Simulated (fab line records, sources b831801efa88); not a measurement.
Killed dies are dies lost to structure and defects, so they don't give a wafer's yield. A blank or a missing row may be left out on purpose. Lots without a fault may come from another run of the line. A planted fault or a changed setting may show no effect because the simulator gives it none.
Which tool did it? | flow sky130 | 13 lots, 39 wafers sampled, at 4 steps of a route of 708

WHAT THE GAUGES READ, wafer by wafer
SKY_METAL5_THK_MEAS_06: measures by xrf.
lot  | measured     | on            | METAL5_ALCU_THK (nm)
L636 | day 43 00:52 | film_metro-02 | 1144 1144 1151
L638 | day 43 11:19 | film_metro-03 | 1169 1164 1166
L640 | day 44 07:02 | film_metro-03 | 1147 1157 1146
L641 | day 44 10:13 | film_metro-04 | 1161 1163 1142
L642 | day 44 22:56 | film_metro-02 | 1142 1157 1154
L646 | day 46 00:25 | film_metro-04 | 1123 1146 1129
L647 | day 46 11:04 | film_metro-04 | 1153 1149 1146
L653 | day 47 15:55 | film_metro-03 | 1150 1165 1162
L654 | day 47 23:51 | film_metro-04 | 1151 1150 1148
L655 | day 48 00:09 | film_metro-02 | 1168 1146 1158
L656 | day 48 04:20 | film_metro-04 | 1153 1144 1160
L657 | day 48 07:14 | film_metro-04 | 1145 1146 1144
L659 | day 48 22:22 | film_metro-03 | 1162 1157 1172

SKY_PASSIVATION_THK_MEAS_01.
lot  | measured     | on            | PASSIVATION_CVD_00_THK (nm)
L636 | day 44 00:52 | film_metro-01 | 90.5 91.0 88.8
L638 | day 44 10:52 | film_metro-03 | 89.8 87.9 89.3
L640 | day 45 05:53 | film_metro-02 | 90.0 90.9 90.1
L641 | day 45 08:31 | film_metro-01 | 86.8 88.3 91.2
L642 | day 45 20:58 | film_metro-03 | 90.3 91.2 90.1
L646 | day 46 21:47 | film_metro-01 | 88.1 89.5 88.9
L647 | day 47 08:14 | film_metro-01 | 88.8 88.7 90.8
L653 | day 48 11:36 | film_metro-03 | 88.5 87.2 89.1
L654 | day 48 19:34 | film_metro-03 | 89.3 89.1 90.4
L655 | day 48 20:14 | film_metro-02 | 87.1 90.1 90.3
L656 | day 48 23:32 | film_metro-03 | 88.3 89.7 90.0
L657 | day 49 02:41 | film_metro-02 | 87.5 87.9 91.0
L659 | day 49 17:06 | film_metro-03 | 87.9 92.3 90.0

WHICH TOOL RAN EACH LOT (tool, then ch and the chambers of the sampled wafers, then the start)
lot  | SKY_NWELL_CLEAN_27              | SKY_VIA4_STRIP_13
L636 | wet_bench-01 ch 3, day 5 05:20  | plasma_asher-04 ch 0,1, day 42 23:17
L638 | wet_bench-03 ch 2, day 5 16:49  | plasma_asher-04 ch 0,1, day 43 09:35
L640 | wet_bench-02 ch 0, day 6 09:52  | plasma_asher-01 ch 0,1, day 44 04:50
L641 | wet_bench-02 ch 0, day 6 12:37  | plasma_asher-01 ch 0,1, day 44 08:21
L642 | wet_bench-02 ch 2, day 6 20:47  | plasma_asher-03 ch 0,1, day 44 21:20
L646 | wet_bench-03 ch 3, day 8 00:20  | plasma_asher-01 ch 0,1, day 45 22:49
L647 | wet_bench-02 ch 0, day 8 10:22  | plasma_asher-03 ch 0,1, day 46 09:29
L653 | wet_bench-01 ch 3, day 9 17:49  | plasma_asher-03 ch 0,1, day 47 14:20
L654 | wet_bench-01 ch 1, day 10 00:58 | plasma_asher-04 ch 0,1, day 47 22:15
L655 | wet_bench-01 ch 1, day 10 06:52 | plasma_asher-01 ch 0,1, day 47 22:33
L656 | wet_bench-01 ch 3, day 10 09:04 | plasma_asher-04 ch 0,1, day 48 02:46
L657 | wet_bench-02 ch 0, day 10 16:58 | plasma_asher-03 ch 0,1, day 48 05:40
L659 | wet_bench-02 ch 2, day 11 02:28 | plasma_asher-01 ch 0, day 48 20:47
- SKY_NWELL_CLEAN_27: cleans in SC1/SC2, time 150 s.
- SKY_VIA4_STRIP_13: strips in O2/N2.

WHAT THE TOOLS THEMSELVES READ (means of the sampled wafers that have a number; where no wafer has one, the mark that the record gives instead)
SKY_VIA4_STRIP_13.
lot  | tool            | drypump_motor_current_A (A) | oes_product_au (a.u.) | strip_time_to_endpoint_s (s)
L636 | plasma_asher-04 | 6.0                         | 0.710                 | 12.796
L638 | plasma_asher-04 | 5.8                         | 0.711                 | 12.817
L640 | plasma_asher-01 | 5.9                         | 0.708                 | 12.787
L641 | plasma_asher-01 | 5.9                         | 0.713                 | 12.797
L642 | plasma_asher-03 | 6.2                         | 0.708                 | 12.833
L646 | plasma_asher-01 | 5.7                         | 0.710                 | 12.804
L647 | plasma_asher-03 | 6.2                         | 0.709                 | 12.803
L653 | plasma_asher-03 | 6.0                         | 0.713                 | 12.791
L654 | plasma_asher-04 | 6.0                         | 0.714                 | 12.795
L655 | plasma_asher-01 | 5.9                         | 0.709                 | 12.811
L656 | plasma_asher-04 | 5.8                         | 0.710                 | 12.832
L657 | plasma_asher-03 | 6.2                         | 0.707                 | 12.799
L659 | plasma_asher-01 | 5.4                         | 0.711                 | 12.797

THE ANSWER, worked out from the rows above alone
Rule: what is usual is taken from the lots themselves. Put in order of their means at a reading, lots are off if they are a third of the lots or fewer, leave a main group of 4 or more, and stand apart from it by a gap of 3 or more times the standard deviation of the main group's means; of several such gaps the widest counts. A main group whose means are all the same, to the digits that the tables above print for the reading, isn't used. A lot without any number at a reading at which 4 lots or more have one is off too. The other lots that the step has rows for count as sound. The gauges are gone through in route order, then the tools' own readings, and for those a lot's mean is taken as printed above. The first step at which some lot is off is used, and at that step the reading that is off furthest; a lot without a number counts as furthest.
No lot is off at any reading shown: from this, nothing can be told.

WHAT THE SIMULATOR HAD PUT IN
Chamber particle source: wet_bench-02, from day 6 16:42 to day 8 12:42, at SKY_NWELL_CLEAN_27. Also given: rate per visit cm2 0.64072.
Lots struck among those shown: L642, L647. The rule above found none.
